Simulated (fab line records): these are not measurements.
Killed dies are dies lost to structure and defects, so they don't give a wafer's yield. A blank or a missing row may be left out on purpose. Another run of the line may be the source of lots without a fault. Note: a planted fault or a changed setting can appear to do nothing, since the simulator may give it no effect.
fab line records	flow sky130
record: lots: 5	wafers: 15	lastDay: 49
route steps=708 shown METAL1@448 VIA1@458 METAL2@483 PAD_OPEN@708
lots that met no fault: from a run of the same line without faults
startH: hours from the record's opening day to when the first of the lot's shown wafers began	waitH: hours from the lot's prior step to this one	" repeats the value in the row above	L1.1+2: a single row standing in for several wafers	- value missing, or start not given	* or withheld: withheld	< > ~ a bound
route shown NAME@n: NAME is a module with steps in the file, n the number in the route of the first one	usual: the fault-free wafers' mean and standard deviation	same: alike in all rows	chamber/n: place in a boat	sites: per-site readings	_std_site: the values' standard deviation	_edge_site: mean of outer sites minus mean of inner sites	radiusMm: how far each site lies from the wafer's centre	mask NAME#n: copy n	behind: tool/chamber where the wafer was last shaped	hold: why the lot went on hold/how many hours it stayed there/how the hold came to an end	device: whichever transistor did not switch (one of n, p or np)	end of line: the same wafers' tests at the end of the route	a step given without rows: its recipe and nothing more	killed: dies lost to structure and defects at the first sort, not the wafer's yield	map: the dies of a wafer, with x for killed, . for not killed, _ for no die there
set.NAME: setting as actually run; set.NAME@STEP: the setting as run at that earlier step	model.NAME: the simulator's own value behind a step, which no gauge read
certain route steps with their lots: each step a table, each wafer a row
services: the hour from which a tool's chamber was out of use, counted from the record's first day as startH (under 0 if before that day), plus the number of hours and why
== steps ==
step: SKY_METAL1_DEVELOP_14
recipe: developTimeS: 60	resist: KrF-thick	devTempC: 21
step: SKY_METAL1_CD_MEAS_15
recipe: targetCdNm: 140
usual: cdNm: 139.8/1.7
lot.wafer	tool	chamber	startH	waitH	cdNm
L319.1	cdSem-01	-	763.27	-	138.2
L319.3	"	-	"	"	138.8
L319.4	"	-	"	"	138.1
L321.1	cdSem-02	-	783.71	-	143.9
L321.4	"	-	"	"	142.5
L321.6	"	-	"	"	143.1
L327.2	cdSem-02	-	825.08	-	139.2
L327.3	"	-	"	"	137.4
L327.4	"	-	"	"	139.2
L334.1	cdSem-02	-	888.56	-	138.4
L334.5	"	-	"	"	140.8
L334.6	"	-	"	"	140.1
L336.1	cdSem-02	-	896.61	-	142.0
L336.4	"	-	"	"	142.0
L336.6	"	-	"	"	143.1
step: SKY_METAL1_OVL_MEAS_16
usual: METAL1_OVL: 1/5.6
lot.wafer	tool	chamber	startH	waitH	METAL1_OVL[nm]
L319.1	overlay-01	-	763.39	0.1	-5
L319.3	"	-	"	"	3
L319.4	"	-	"	"	-6
L321.1	overlay-02	-	783.83	0.1	5
L321.4	"	-	"	"	-2
L321.6	"	-	"	"	6
L327.2	overlay-01	-	825.18	0.1	4
L327.3	"	-	"	"	1
L327.4	"	-	"	"	2
L334.1	overlay-01	-	888.68	0.1	-4
L334.5	"	-	"	"	0
L334.6	"	-	"	"	-3
L336.1	overlay-02	-	896.73	0.1	-14
L336.4	"	-	"	"	-11
L336.6	"	-	"	"	-10
step: SKY_METAL1_DESCUM_17
recipe: chemistry: O2	sourcePowerW: 150	biasPowerW: 0	pressureMtorr: 10	tempC: 40	timeS: 8
step: SKY_METAL1_ETCH_18
recipe: chemistry: N2/H2	target: BARC	ionEnergyEv: 200	biasW: 100	pressureMtorr: 30	n2FlowSccm: 100	h2FlowSccm: 200	icpW: 500	stopOn: SiO2	timeS: 45.9	targetDepthA: 600
step: SKY_METAL1_METAL_ETCH_19
recipe: targetDepthA: 3600	stopOn: SiO2	overEtchFrac: 0.3	timeS: 78	chemistry: Cl2/BCl3	resistSidewallDeg: 88	pressureMtorr: 10	icpW: 900	biasW: 48.5	Cl2_flow_sccm: 60	bcl3FlowSccm: 30
usual: biasW: 48.51/0.13	drypumpMotorCurrentA: 5.62/0.19	oesProductAu: 0.856/0.0057	throttleValvePct: 22.265/0.0096
same: overEtchFrac: 0.3
lot.wafer	tool	chamber	startH	waitH	biasW	drypumpMotorCurrentA	oesProductAu	rfHoursCounterH	throttleValvePct
L319.1	rieMetal-02	1	763.52	0.0	48.51	5.70	0.855	7.4	22.262
L319.3	"	1	"	"	48.47	5.69	0.865	-	22.259
L319.4	"	0	"	"	48.61	5.76	0.847	-	22.261
L321.1	rieMetal-02	0	783.99	0.1	48.58	5.80	0.861	11.1	22.261
L321.4	"	0	"	"	48.69	5.78	0.851	-	22.255
L321.6	"	1	"	"	48.21	5.71	0.865	-	22.283
L327.2	rieMetal-03	1	825.43	0.1	48.32	5.35	0.862	-	22.264
L327.3	"	1	"	"	48.36	5.33	0.858	-	22.268
L327.4	"	1	"	"	48.29	5.36	0.859	-	22.260
L334.1	rieMetal-02	1	888.81	0.0	48.51	5.71	0.859	12.6	22.265
L334.5	"	0	"	"	48.23	5.78	0.855	-	22.269
L334.6	"	1	"	"	48.48	5.71	0.854	-	22.265
L336.1	rieMetal-02	1	896.86	0.0	48.44	5.72	0.858	13.3	22.274
L336.4	"	1	"	"	48.41	5.72	0.853	-	22.268
L336.6	"	1	"	"	48.46	5.71	0.847	-	22.254
step: SKY_METAL1_STRIP_20
recipe: chemistry: O2/N2	powerW: 1400	pressureMtorr: 1500	platenTempC: withheld	o2FlowSccm: 3000	n2FlowSccm: 300	overashFraction: 0.5
usual: drypumpMotorCurrentA: 5.9/0.57	oesProductAu: 0.343/0.005	stripTimeToEndpointS: 2.71/0.042
lot.wafer	tool	chamber	startH	waitH	drypumpMotorCurrentA	oesProductAu	rfHoursCounterH	stripTimeToEndpointS
L319.1	plasmaAsher-02	0	763.61	0.1	6.6	0.337	63	2.71
L319.3	"	1	"	"	4.9	0.347	-	2.71
L319.4	"	0	"	"	6.6	0.341	-	2.78
L321.1	plasmaAsher-01	0	784.11	0.1	5.9	0.348	5	2.77
L321.4	"	0	"	"	5.9	0.338	-	2.73
L321.6	"	1	"	"	5.7	0.341	-	2.72
L327.2	plasmaAsher-04	0	825.58	0.1	6.4	0.340	37	2.66
L327.3	"	0	"	"	6.4	0.334	-	2.65
L327.4	"	1	"	"	6.4	0.340	-	2.65
L334.1	plasmaAsher-04	0	888.90	0.1	6.5	0.343	43	2.66
L334.5	"	0	"	"	6.5	0.348	-	2.71
L334.6	"	1	"	"	6.5	0.346	-	2.67
L336.1	plasmaAsher-02	0	896.95	0.1	6.5	0.332	77	2.65
L336.4	"	1	"	"	4.9	0.328	-	2.64
L336.6	"	0	"	"	6.5	0.352	-	2.66
step: SKY_METAL1_STRIP_21
recipe: chemistry: postEtchResidueRemover	timeS: 1200	tempC: 72.5
step: SKY_METAL1_CLEAN_22
recipe: chemistry: IPA	timeS: 180	tempC: 25
step: SKY_METAL1_CLEAN_23
recipe: chemistry: O3/DIW	dry: n2Spin
step: SKY_VIA1_HDPCVD_00
recipe: material: SiO2	targetThkNm: 1030	sigmaOpenFrac: 0.3	timeS: 171.7	tempC: 400	sih4FlowSccm: 60	pressureMtorr: 6
step: SKY_VIA1_THK_MEAS_01
recipe: reads: SiO2_of_VIA1_HDPCVD_00
usual: VIA1_HDPCVD_THK: 1030/12
lot.wafer	tool	chamber	startH	waitH	VIA1_HDPCVD_THK[nm]
L319.1	filmMetro-02	-	764.32	0.1	1042
L319.3	"	-	"	"	1018
L319.4	"	-	"	"	1051
L321.1	filmMetro-04	-	784.82	0.1	1044
L321.4	"	-	"	"	1039
L321.6	"	-	"	"	1033
L327.2	filmMetro-01	-	826.30	0.1	1021
L327.3	"	-	"	"	1033
L327.4	"	-	"	"	1056
L334.1	filmMetro-01	-	889.61	0.1	1021
L334.5	"	-	"	"	1039
L334.6	"	-	"	"	1026
L336.1	filmMetro-04	-	897.65	0.1	1034
L336.4	"	-	"	"	1044
L336.6	"	-	"	"	1036
step: SKY_VIA1_CMP_02
recipe: material: SiO2	downForcePsi: 4	platenRpm: 60	padVelocityMS: 0.94248
usual: motorCurrentA: 13.4/1.2	slurryFilterDpKPa: 13.50/0.11
lot.wafer	tool	chamber	startH	waitH	motorCurrentA	slurryFilterDpKPa	model.SiO2_of_VIA1_HDPCVD_00.thkNm
L319.3	cmp-01	3	764.38	0.0	11.6	13.65	346.5
L319.1	"	1	"	"	11.6	13.54	346.4
L319.4	"	2	"	"	14.4	13.51	346.6
L321.1	cmp-02	3	784.93	0.1	13.5	13.38	343.8
L321.4	"	0	"	"	14.5	13.10	345.4
L321.6	"	3	"	"	14.3	13.51	344.5
L327.4	cmp-01	2	826.35	0.0	13.2	13.38	344.8
L327.2	"	0	"	"	12.0	13.68	344
L327.3	"	1	"	"	12.2	13.45	344.6
L334.1	cmp-02	0	889.72	0.1	13.9	13.21	344.9
L334.6	"	3	"	"	14.4	13.44	346.4
L334.5	"	0	"	"	14.4	13.45	345.5
L336.1	cmp-02	0	897.71	0.1	14.4	13.32	380.1
L336.4	"	2	"	"	14.3	13.74	381
L336.6	"	0	"	"	13.9	13.49	380.7
step: SKY_VIA1_BOW_MEAS_03
recipe: mode: bow
usual: VIA1_BOW: 80/7
lot.wafer	tool	chamber	startH	waitH	VIA1_BOW[um]
L319.1	filmMetro-02	-	764.68	0.1	75
L319.3	"	-	"	"	86
L319.4	"	-	"	"	86
L321.1	filmMetro-02	-	785.18	0.2	77
L321.4	"	-	"	"	85
L321.6	"	-	"	"	87
L327.2	filmMetro-01	-	826.67	0.2	71
L327.3	"	-	"	"	80
L327.4	"	-	"	"	93
L334.1	filmMetro-01	-	889.97	0.2	66
L334.5	"	-	"	"	63
L334.6	"	-	"	"	72
L336.1	filmMetro-02	-	898.01	0.2	89
L336.4	"	-	"	"	89
L336.6	"	-	"	"	91
step: SKY_VIA1_DEHYDRATE_04
recipe: tempC: 200	timeS: 60
step: SKY_VIA1_HMDS_05
recipe: primeTimeS: 60	primeTempC: 120
step: SKY_VIA1_COAT_06
recipe: resist: BARC	tempC: withheld	timeS: withheld	spinRpm: 3000	resistThkNm: 60
step: SKY_VIA1_COAT_07
recipe: resist: KrF-thick	spinRpm: 3000	resistThkNm: 450
step: SKY_VIA1_SOFTBAKE_08
recipe: tempC: 100	timeS: 90	resist: KrF-thick
step: SKY_VIA1_EXPOSE_09
recipe: maskId: VIM	na: 0.8	sourceShape: annular	sigmaInner: 0.55	sigmaOuter: 0.85	targetCdNm: 150	doseMj: 38
step: SKY_VIA1_PEB_10
recipe: pebTempC: withheld	pebTimeS: withheld	resist: KrF-thick
step: SKY_VIA1_DEVELOP_11
recipe: developTimeS: 60	resist: KrF-thick	devTempC: 21
step: SKY_VIA1_CD_MEAS_12
recipe: targetCdNm: 150
usual: cdNm: 149.5/1.4
lot.wafer	tool	chamber	startH	waitH	cdNm
L319.1	cdSem-02	-	791.84	-	150.9
L319.3	"	-	"	"	151.9
L319.4	"	-	"	"	151.5
L321.1	cdSem-02	-	812.05	-	150.8
L321.4	"	-	"	"	150.6
L321.6	"	-	"	"	150.1
L327.2	cdSem-01	-	852.71	-	147.4
L327.3	"	-	"	"	148.6
L327.4	"	-	"	"	148.3
L334.1	cdSem-01	-	914.57	-	150.8
L334.5	"	-	"	"	151.8
L334.6	"	-	"	"	149.7
L336.1	cdSem-02	-	922.82	-	150.4
L336.4	"	-	"	"	151.0
L336.6	"	-	"	"	150.5
step: SKY_VIA1_OVL_MEAS_13
usual: VIA1_OVL: -2/5.6
lot.wafer	tool	chamber	startH	waitH	VIA1_OVL[nm]
L319.1	overlay-02	-	791.96	0.1	-2
L319.3	"	-	"	"	-9
L319.4	"	-	"	"	-6
L321.1	overlay-01	-	812.17	0.1	-9
L321.4	"	-	"	"	-6
L321.6	"	-	"	"	-14
L327.2	overlay-02	-	852.82	0.1	9
L327.3	"	-	"	"	-5
L327.4	"	-	"	"	1
L334.1	overlay-01	-	914.69	0.1	2
L334.5	"	-	"	"	10
L334.6	"	-	"	"	-2
L336.1	overlay-02	-	922.94	0.1	-7
L336.4	"	-	"	"	2
L336.6	"	-	"	"	-4
step: SKY_VIA1_ETCH_14
recipe: chemistry: N2/H2	target: BARC	ionEnergyEv: 200	sourceW: 500	biasW: 100	pressureMtorr: 30	n2FlowSccm: 100	h2FlowSccm: 200	stopOn: SiO2	timeS: 45.9	targetDepthA: 600
usual: biasW: 100.04/0.28	drypumpMotorCurrentA: 5.7/0.52	oesProductAu: 0.855/0.0046	throttleValvePct: 13.224/0.009
lot.wafer	tool	chamber	startH	waitH	biasW	drypumpMotorCurrentA	oesProductAu	rfHoursCounterH	throttleValvePct
L319.1	rieDiel-02	1	792.00	0.0	99.76	5.9	0.852	34	13.215
L319.3	"	0	"	"	100.16	6.0	0.847	29	13.233
L319.4	"	2	"	"	100.03	5.7	0.851	5	13.225
L321.1	rieDiel-02	3	812.21	0.0	99.81	6.0	0.853	1	13.240
L321.4	"	3	"	"	99.97	6.0	0.858	-	13.222
L321.6	"	0	"	"	100.29	6.0	0.856	-	13.218
L327.2	rieDiel-01	1	852.85	0.0	100.06	6.0	0.850	9	13.229
L327.3	"	0	"	"	100.24	6.6	0.853	13	13.226
L327.4	"	3	"	"	100.10	5.7	0.860	25	13.228
L334.1	rieDiel-03	0	914.73	0.0	100.30	6.5	0.858	5	13.220
L334.5	"	0	"	"	99.86	6.6	0.868	-	13.223
L334.6	"	2	"	"	100.92	5.1	0.851	-	13.222
L336.1	rieDiel-03	1	922.98	0.0	100.18	5.8	0.855	15	13.227
L336.4	"	2	"	"	99.88	5.1	0.860	20	13.235
L336.6	"	3	"	"	99.52	4.6	0.855	-	13.230
step: SKY_VIA1_ETCH_15
recipe: target: SiO2	chemistry: C4F8/O2/Ar	targetDepthNm: 351	stopOn: TiN	maskMaterial: KrF-thick	sourceW: 1500	biasW: 1200	pressureMtorr: 40	c4f8FlowSccm: withheld	O2_flow_sccm: 6	Ar_flow_sccm: 300	timeS: 54
step: SKY_VIA1_STRIP_16
recipe: chemistry: O2/N2	powerW: 1400	pressureMtorr: 1500	platenTempC: withheld	o2FlowSccm: 3000	n2FlowSccm: 300	overashFraction: 0.5
step: SKY_VIA1_STRIP_17
recipe: chemistry: postEtchResidueRemover	timeS: 1200	tempC: 72.5
step: SKY_VIA1_CLEAN_18
recipe: chemistry: IPA	timeS: 180	tempC: 25
step: SKY_VIA1_CLEAN_19
recipe: chemistry: O3/DIW	dry: n2Spin
step: SKY_VIA1_SPUTTER_20
recipe: material: TiN	targetThkNm: 20	chamberPressurePa: 5	powerW: 4000	timeS: 80
step: SKY_VIA1_CVD_21
recipe: material: W	targetThkNm: 270	timeS: 80.902	tempC: 400	pressureTorr: 40
step: SKY_VIA1_CMP_24
recipe: stopOn: SiO2	tOverpolishS: 15	downForcePsi: 3.5	platenRpm: 60	targetThkNm: 0	padVelocityMS: 0.94248
usual: motorCurrentA: 12.4/1.1	slurryFilterDpKPa: 13.48/0.14
lot.wafer	tool	chamber	startH	waitH	motorCurrentA	slurryFilterDpKPa	model.SiO2_of_VIA1_HDPCVD_00.thkNm
L319.3	cmp-01	2	793.05	0.0	13.7	13.58	343.3
L319.4	"	0	"	"	11.2	13.47	343.5
L319.1	"	1	"	"	10.7	13.18	343.2
L321.1	cmp-02	0	813.22	0.1	12.8	13.41	340.6
L321.4	"	3	"	"	13.2	13.42	342.2
L321.6	"	0	"	"	12.9	13.61	341.4
L327.3	cmp-01	1	854.00	0.2	11.1	13.46	341.4
L327.2	"	2	"	"	14.0	13.60	340.8
L327.4	"	3	"	"	10.1	13.49	341.6
L334.1	cmp-02	3	917.27	1.6	13.1	13.39	341.7
L334.6	"	1	"	"	12.5	13.45	343.2
L334.5	"	2	"	"	13.1	13.33	342.4
L336.4	cmp-02	2	924.28	0.3	13.2	13.51	377.8
L336.1	"	3	"	"	13.4	13.48	377
L336.6	"	3	"	"	12.5	13.37	377.6
step: SKY_METAL2_SPUTTER_00
recipe: material: Ti	targetThkNm: 15	powerW: 3000	timeS: 10	chamberPressurePa: 0.4
usual: throttleValvePct: 29.8/0.96
lot.wafer	tool	chamber	startH	waitH	throttleValvePct
L319.1	pvdSputter-04	-	793.35	0.1	30.7
L319.3	"	-	"	"	30.5
L319.4	"	-	"	"	29.7
L321.1	pvdSputter-04	-	813.52	0.2	30.4
L321.4	"	-	"	"	30.9
L321.6	"	-	"	"	30.8
L327.2	pvdSputter-02	-	854.25	0.1	28.2
L327.3	"	-	"	"	30.1
L327.4	"	-	"	"	30.5
L334.1	pvdSputter-02	-	917.47	0.1	28.4
L334.5	"	-	"	"	27.6
L334.6	"	-	"	"	28.2
L336.6	pvdSputter-02	-	924.59	0.0	30.2
step: SKY_METAL2_SPUTTER_01
recipe: material: TiN	targetThkNm: 20	powerW: 6500	timeS: 16.7	chamberPressurePa: 0.4
step: SKY_METAL2_SPUTTER_02
recipe: material: AlCu	targetThkNm: 250	powerW: 10600	timeS: 13.3	chamberPressurePa: 0.4
step: SKY_METAL2_SPUTTER_03
recipe: material: Ti	targetThkNm: 5	powerW: 3000	timeS: 3.3	chamberPressurePa: 0.4
step: SKY_METAL2_SPUTTER_04
recipe: material: TiN	targetThkNm: 70	powerW: 6500	timeS: 58.3	chamberPressurePa: 0.4
usual: throttleValvePct: 29.8/0.92
lot.wafer	tool	chamber	startH	waitH	throttleValvePct
L319.1	pvdSputter-04	-	793.44	0.0	30.5
L319.3	"	-	"	"	30.3
L319.4	"	-	"	"	29.8
L321.1	pvdSputter-04	-	813.62	0.0	30.6
L321.4	"	-	"	"	30.6
L321.6	"	-	"	"	30.9
L327.2	pvdSputter-02	-	854.34	0.0	28.4
L327.3	"	-	"	"	30.3
L327.4	"	-	"	"	30.4
L334.1	pvdSputter-02	-	917.56	0.0	28.2
L334.5	"	-	"	"	27.8
L334.6	"	-	"	"	28.5
L336.6	pvdSputter-02	-	924.70	0.0	30.5
step: SKY_METAL2_RS_MEAS_05
recipe: thkMeasGauge: four-point-probe	reads: TiN_of_METAL2_SPUTTER_04+Ti_of_METAL2_SPUTTER_03+AlCu_of_METAL2_SPUTTER_02+TiN_of_METAL2_SPUTTER_01+Ti_of_METAL2_SPUTTER_00
usual: METAL2_ALCU_RS: 0.1269/0.0013
lot.wafer	tool	chamber	startH	waitH	METAL2_ALCU_RS[ohm/sq]
L319.1	filmMetro-01	-	793.49	0.0	0.1273
L319.3	"	-	"	"	0.1279
L319.4	"	-	"	"	0.1284
L321.1	filmMetro-03	-	813.66	0.0	0.1287
L321.4	"	-	"	"	0.1260
L321.6	"	-	"	"	0.1260
L327.2	filmMetro-03	-	854.41	0.0	0.1270
L327.3	"	-	"	"	0.1254
L327.4	"	-	"	"	0.1268
L334.1	filmMetro-02	-	917.61	0.0	0.1300
L334.5	"	-	"	"	0.1276
L334.6	"	-	"	"	0.1281
L336.6	filmMetro-01	-	924.82	0.1	0.1276
step: SKY_METAL2_THK_MEAS_06
recipe: thkMeasGauge: xrf	reads: AlCu_of_METAL2_SPUTTER_02
usual: METAL2_ALCU_THK: 250.8/2.8
lot.wafer	tool	chamber	startH	waitH	METAL2_ALCU_THK[nm]
L319.1	filmMetro-01	-	793.61	0.1	249.5
L319.3	"	-	"	"	249.3
L319.4	"	-	"	"	246.7
L321.1	filmMetro-03	-	813.78	0.1	249.8
L321.4	"	-	"	"	254.7
L321.6	"	-	"	"	253.5
L327.2	filmMetro-03	-	854.52	0.1	251.5
L327.3	"	-	"	"	252.8
L327.4	"	-	"	"	251.9
L334.1	filmMetro-02	-	917.73	0.1	245.3
L334.5	"	-	"	"	249.2
L334.6	"	-	"	"	248.5
L336.6	filmMetro-01	-	924.89	0.1	249.0
step: SKY_PAD_OPEN_PROBE_99
usual: defectLimitedYield: 82.5/1.9	killed_at_M0_to_M3: 43/7.6	killed_at_M4_up: 2.9/1.7	killedAtContacts: 24/5.5	killedAtFrontEnd: 15/4.2	killedAtOther: 0.3/0.52	killedDies: 86/9.4	killedOnRim: 17/4	killedOpen: 47/7	killedShort: 39/6.4
same: grossDies: 492	killedAtBackSide: 0
lot.wafer	tool	chamber	startH	waitH	defectLimitedYield[%]	killed_at_M0_to_M3	killed_at_M4_up	killedAtContacts	killedAtFrontEnd	killedAtOther	killedDies	killedOnRim	killedOpen	killedShort
L319.1	prober-01	-	1076.27	0.1	85.0	26	3	28	17	0	74	18	37	35
L319.3	prober-01	-	1076.37	0.2	80.3	51	2	31	13	0	97	17	51	46
L319.4	prober-01	-	1076.42	0.2	84.6	44	3	20	9	0	76	15	42	34
L321.1	prober-01	-	1091.23	0.1	82.9	42	4	18	18	2	84	19	45	39
L321.4	prober-01	-	1091.38	0.2	80.5	52	1	30	13	0	96	14	58	38
L321.6	prober-01	-	1091.48	0.2	79.3	56	1	25	20	0	102	18	59	43
L327.2	prober-02	-	1122.53	0.1	82.5	49	4	18	14	1	86	20	44	40
L327.3	prober-02	-	1122.58	0.2	82.5	44	1	26	15	0	86	15	49	35
L327.4	prober-02	-	1122.63	0.2	81.7	38	2	34	16	0	90	16	54	36
L334.1	prober-01	-	1169.41	0.1	82.1	47	1	22	18	0	88	22	54	34
L334.5	prober-01	-	1169.61	0.2	83.3	46	3	17	15	1	82	16	47	35
L334.6	prober-01	-	1169.66	0.2	85.6	42	1	14	14	0	71	14	34	37
L336.1	prober-01	-	1176.88	0.1	3.5	438	1	22	14	0	475	86	58	33
L336.4	prober-01	-	1177.03	0.2	0	455	3	19	15	0	492	96	42	32
L336.6	prober-01	-	1177.13	0.2	73.6	97	0	22	11	0	130	14	42	35
killed by level:class
L319.1 LI_CONTACT:geometricParticle:open=9 CONTACT:geometricParticle:open=9 VIA3:geometricParticle:short=6 FIELD_ISO:geometricParticle:open=5 METAL1:geometricParticle:short=5 LOCAL_INTERCONNECT:geometricParticle:short=4 FIELD_ISO:geometricParticle:short=3 POLY_GATE:geometricParticle:short=3
L319.3 VIA1:geometricParticle:open=14 LOCAL_INTERCONNECT:geometricParticle:short=8 CONTACT:geometricParticle:open=8 METAL1:geometricParticle:short=8 LI_CONTACT:geometricParticle:open=7 VIA3:geometricParticle:open=6 VIA2:geometricParticle:open=5 CONTACT:geometricParticle:short=5
L319.4 VIA1:geometricParticle:open=9 CONTACT:geometricParticle:open=7 VIA1:geometricParticle:short=7 VIA3:geometricParticle:open=6 METAL2:geometricParticle:short=6 FIELD_ISO:geometricParticle:open=5 LI_CONTACT:geometricParticle:open=4 CONTACT:geometricParticle:short=4
L321.1 CONTACT:geometricParticle:open=10 VIA1:geometricParticle:short=10 VIA1:geometricParticle:open=8 FIELD_ISO:geometricParticle:open=7 VIA3:geometricParticle:open=7 METAL2:geometricParticle:short=7 FIELD_ISO:geometricParticle:short=5 VIA2:geometricParticle:open=5
L321.4 VIA1:geometricParticle:open=14 CONTACT:geometricParticle:open=13 VIA2:geometricParticle:open=9 LI_CONTACT:geometricParticle:open=7 VIA3:geometricParticle:open=7 METAL1:geometricParticle:short=6 POLY_GATE:geometricParticle:short=5 CONTACT:geometricParticle:short=5
L321.6 LI_CONTACT:geometricParticle:open=11 METAL1:geometricParticle:short=10 VIA2:geometricParticle:open=9 CONTACT:geometricParticle:open=8 VIA1:geometricParticle:open=8 VIA3:geometricParticle:open=6 FIELD_ISO:geometricParticle:short=5 METAL2:geometricParticle:short=5
L327.2 VIA3:geometricParticle:open=9 CONTACT:geometricParticle:open=8 METAL2:geometricParticle:short=7 VIA1:geometricParticle:open=7 VIA2:geometricParticle:open=6 FIELD_ISO:geometricParticle:short=4 CONTACT:geometricParticle:short=4 METAL1:geometricParticle:short=4
L327.3 VIA2:geometricParticle:open=12 CONTACT:geometricParticle:open=12 METAL2:geometricParticle:short=7 CONTACT:geometricParticle:short=6 VIA3:geometricParticle:open=5 FIELD_ISO:geometricParticle:short=4 VIA1:geometricParticle:open=4 LOCAL_INTERCONNECT:geometricParticle:short=4
L327.4 CONTACT:geometricParticle:open=16 VIA3:geometricParticle:open=9 VIA1:geometricParticle:open=8 LI_CONTACT:geometricParticle:open=7 CONTACT:geometricParticle:short=7 FIELD_ISO:geometricParticle:short=5 METAL2:geometricParticle:short=5 FIELD_ISO:geometricParticle:open=4
L334.1 CONTACT:geometricParticle:open=9 VIA1:geometricParticle:open=9 VIA2:geometricParticle:open=8 METAL1:geometricParticle:short=8 VIA3:geometricParticle:open=7 LI_CONTACT:geometricParticle:open=6 FIELD_ISO:geometricParticle:open=5 FIELD_ISO:geometricParticle:short=5
L334.5 VIA1:geometricParticle:open=10 METAL1:geometricParticle:short=9 VIA2:geometricParticle:open=7 CONTACT:geometricParticle:open=6 VIA3:geometricParticle:open=6 METAL2:geometricParticle:short=5 FIELD_ISO:geometricParticle:open=4 LOCAL_INTERCONNECT:geometricParticle:short=4
L334.6 VIA2:geometricParticle:open=10 FIELD_ISO:geometricParticle:short=5 METAL1:geometricParticle:short=5 VIA1:geometricParticle:open=5 VIA2:geometricParticle:short=5 VIA3:geometricParticle:open=5 CONTACT:geometricParticle:open=4 METAL2:geometricParticle:short=4
L336.1 VIA1:areaEtch=384 VIA1:geometricParticle:open=19 CONTACT:geometricParticle:open=8 VIA2:geometricParticle:open=7 LI_CONTACT:geometricParticle:open=5 VIA1:geometricParticle:short=5 VIA3:geometricParticle:open=5 FIELD_ISO:geometricParticle:open=4
L336.4 VIA1:areaEtch=418 CONTACT:geometricParticle:open=12 VIA3:geometricParticle:open=9 VIA1:geometricParticle:open=6 FIELD_ISO:geometricParticle:short=5 POLY_GATE:geometricParticle:open=5 VIA1:geometricParticle:short=5 POLY_GATE:geometricParticle:short=3
L336.6 VIA1:areaEtch=53 VIA1:geometricParticle:open=9 CONTACT:geometricParticle:open=8 VIA1:geometricParticle:short=6 LI_CONTACT:geometricParticle:open=6 VIA2:geometricParticle:open=6 METAL2:geometricParticle:short=5 CONTACT:geometricParticle:short=4
map L336.4 (x killed, . not)
__________xxxxxxxxxx_________
________xxxxxxxxxxxxxx_______
______xxxxxxxxxxxxxxxxxx_____
_____xxxxxxxxxxxxxxxxxxxx____
____xxxxxxxxxxxxxxxxxxxxxx___
___xxxxxxxxxxxxxxxxxxxxxxxx__
__xxxxxxxxxxxxxxxxxxxxxxxxxx_
_xxxxxxxxxxxxxxxxxxxxxxxxxxxx
_xxxxxxxxxxxxxxxxxxxxxxxxxxxx
_xxxxxxxxxxxxxxxxxxxxxxxxxxxx
_xxxxxxxxxxxxxxxxxxxxxxxxxxxx
_xxxxxxxxxxxxxxxxxxxxxxxxxxxx
_xxxxxxxxxxxxxxxxxxxxxxxxxxxx
_xxxxxxxxxxxxxxxxxxxxxxxxxxxx
_xxxxxxxxxxxxxxxxxxxxxxxxxxxx
__xxxxxxxxxxxxxxxxxxxxxxxxxx_
___xxxxxxxxxxxxxxxxxxxxxxxx__
____xxxxxxxxxxxxxxxxxxxxxx___
_____xxxxxxxxxxxxxxxxxxxx____
______xxxxxxxxxxxxxxxxxx_____
________xxxxxxxxxxxxxx_______
__________xxxxxxxxxx_________
map L334.1 (x killed, . not)
__________.......xx._________
________....x.....x..._______
______........x.....x..x_____
_____....x.....x......xx.____
____......x....x.......x..___
___.x..x..xx....x....x.....__
__...x....x...x..x.........._
_.xxx........................
_...x................x..x....
_....x...........x.....x....x
_x...x.....x.x....x..........
_........x...........x......x
_...xx...........x...........
_x.....x.....x...x.......x...
_.......xx..x......x..x......
__.............x........xxxx_
___............x..........x__
____..x.x.x......x.xx...x.___
_____.....x.....x.x.x.x.x____
______xx.....xx..x.x...x_____
________x......x.x...x_______
__________.x......x._________
== services ==
tool	chamber	startH	hours	kind
pvdSputter-02	-	741.54	26.9	repair
rieDiel-03	2	743.35	11.7	repair
cmp-02	-	744.00	4.0	pm
cmp-02	-	748.00	-	consumableReplace:conditioner
rieMetal-02	-	748.76	1.5	repair
rieDiel-02	3	762.07	3.1	repair
plasmaAsher-04	-	770.00	29.4	repair
cmp-01	-	772.80	0.2	repair
cmp-02	-	818.03	0.3	repair
rieDiel-01	3	820.58	2.0	repair
plasmaAsher-01	-	826.01	0.5	repair
rieDiel-03	3	826.75	6.9	repair
pvdSputter-04	-	827.80	9.9	repair
rieDiel-02	3	851.93	4.7	repair
cmp-02	-	853.09	0.6	repair
pvdSputter-04	-	866.49	0.6	repair
plasmaAsher-01	-	867.70	3.3	repair
rieDiel-02	0	870.23	9.8	repair
rieMetal-03	-	888.85	2.8	pm
rieDiel-03	1	894.74	1.9	repair
rieMetal-02	1	909.40	12.3	repair
rieDiel-03	1	909.95	8.0	repair
cmp-01	-	912.61	5.7	pm
cmp-01	-	918.34	4.0	pm
== key ==
firstSign: step: SKY_PAD_OPEN_PROBE_99	reading: killed_at_M0_to_M3	direction: up	sigmas: 38	usual: 43	struck: 330
effect: step: SKY_PAD_OPEN_PROBE_99	reading: defectLimitedYield	direction: down	sigmas: 30	usual: 82.5	struck: 25.7
modelEffect: step: SKY_VIA1_CMP_02	value: SiO2_of_VIA1_HDPCVD_00.thkNm	without: 346.1	struck: 380.6
modelEffect: step: SKY_VIA1_CMP_24	value: SiO2_of_VIA1_HDPCVD_00.thkNm	without: 342.9	struck: 377.4
moreKillsBornAt: SKY_VIA1_ETCH_15@rieDiel-03: 855
metAt SKY_VIA1_CMP_02
struckWafers L336.1,L336.4,L336.6
laterRowsLeftOut L336.1,L336.4
onsetBetween 889.72 897.71
alsoFits time
fault: kind: processParameterDrift	tool: cmp-02	chamber: -	onsetH: 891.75	steps: SKY_VIA1_CMP_02	channel: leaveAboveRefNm	offset: 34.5	shape: step	endH: 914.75	actsIn: theseRecipesOnly	stated: 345
laterRowsLeftOut: the simulator's readings of these wafers behind a module that went badly wrong aren't trusted and aren't shown, but for the sort
